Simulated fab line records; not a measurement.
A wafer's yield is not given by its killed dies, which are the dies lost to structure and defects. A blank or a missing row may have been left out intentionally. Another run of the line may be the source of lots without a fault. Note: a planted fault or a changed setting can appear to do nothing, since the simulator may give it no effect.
Problem report in the 8D (eight disciplines) form, filled by code + flow gf180mcu + the parts of the form that need people (team, actions taken, sign-off) are left out

## 1. WHAT IS WRONG
GF_V4_ETCH_17, bias-w: mean 1035 W over 1 wafer from 1 lot; wafers with no fault: 1200 W, standard deviation 3.8. Measured from the usual mean, that is -43 standard deviations.
The step: etches SiO2 in C4F8/O2/Ar, stops on TiN, target depth 630 nm.
The first sign was on wafer L268.5 at day 25 23:00, on rie-diel-02. The record holds 39 wafers of 13 lots with a number at this step. The rule behind "out" and "out of limits": a value lying over 4 standard deviations away from the usual mean. The other wafers with a number count as sound.

## 2. WHAT IT IS; WHAT IT IS NOT
| question                    | is                | is not                                                                                                   |
|-----------------------------|-------------------|----------------------------------------------------------------------------------------------------------|
| which readings at this step | bias-w            | oes-product-au                                                                                           |
| which lots                  | L268              | L263, L264, L265, L266, L267, L277, L278, L281, L282, L283, L285, L286                                   |
| which wafers of those lots  | L268.5            | L268.2, L268.6                                                                                           |
| read on which tools         | rie-diel-02       | rie-diel-01, rie-diel-03                                                                                 |
| when                        | from day 25 23:00 | up to then (17 sound wafers); but 21 sound wafers of L277, L278, L281, L282, L283, L285, L286 came after |

## 3. WHAT RULES OUT EACH SUSPECT
Counting: if a tool at a process step up to the reading ran every lot that is out, it stays a suspect. Sound lots after the first of them don't rule it out here, since some wafers of a struck lot are sound.
- pecvd-01 at GF_V2_CVD_02 (deposits SiO2 from TEOS, target thk 850 nm, time 94.851 s): kept. It ran the lot that is out, L268 (day 21 00:33); its last sound lot up to then is L266 (day 20 04:34).
- pvd-sputter-03 at GF_V2_SPUTTER_22 (material TiN, target thk 10 nm, time 40 s): kept. It ran the lot that is out, L268 (day 22 01:11); its last sound lot up to then is L264 (day 20 18:17).
- rie-diel-02 at GF_V4_ETCH_17 (etches SiO2 in C4F8/O2/Ar, stops on TiN, target depth 630 nm): kept. It ran the lot that is out, L268 (day 25 23:00); its last sound lot up to then is L265 (day 25 06:00). Out on those wafers are its own readings of bias-w.
- Within rie-diel-02 at GF_V4_ETCH_17: the wafers that are out ran in chamber 1; their sound lot-mates ran in chambers 2, 3.
Left after counting: pecvd-01 at GF_V2_CVD_02, pvd-sputter-03 at GF_V2_SPUTTER_22, rie-diel-02 at GF_V4_ETCH_17.

## 4. THE CAUSE (what the simulator had put in)
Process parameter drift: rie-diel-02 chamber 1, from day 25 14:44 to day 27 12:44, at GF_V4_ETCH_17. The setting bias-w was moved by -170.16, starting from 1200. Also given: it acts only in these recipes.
This tool is one of the 3 suspects left after counting.

## 5. SEQUENCE OF EFFECTS, ordered by route
Each row: a reading whose mean over the struck wafers that have a number lies more than 3 standard deviations from the usual. Scope: only readings with a usual standard deviation given in the record; hours: median across lots of the time from each lot's start at the first step in this table that gives one to its start at this step; sigmas: change in usual standard deviations.
| hours | step          | reading | usual  | on struck wafers | change | sigmas |
|-------|---------------|---------|--------|------------------|--------|--------|
| 0     | GF_V4_ETCH_17 | bias-w  | 1200 W | 1035             | -165   | -43    |
Process steps it contains:
- GF_V4_ETCH_17: etches SiO2 in C4F8/O2/Ar, stops on TiN, target depth 630 nm.

## 6. HOW IT WOULD HAVE BEEN CAUGHT EARLIER
In this record the first reading out of limits was taken at day 25 23:00, 8 hours after the fault began at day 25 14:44.
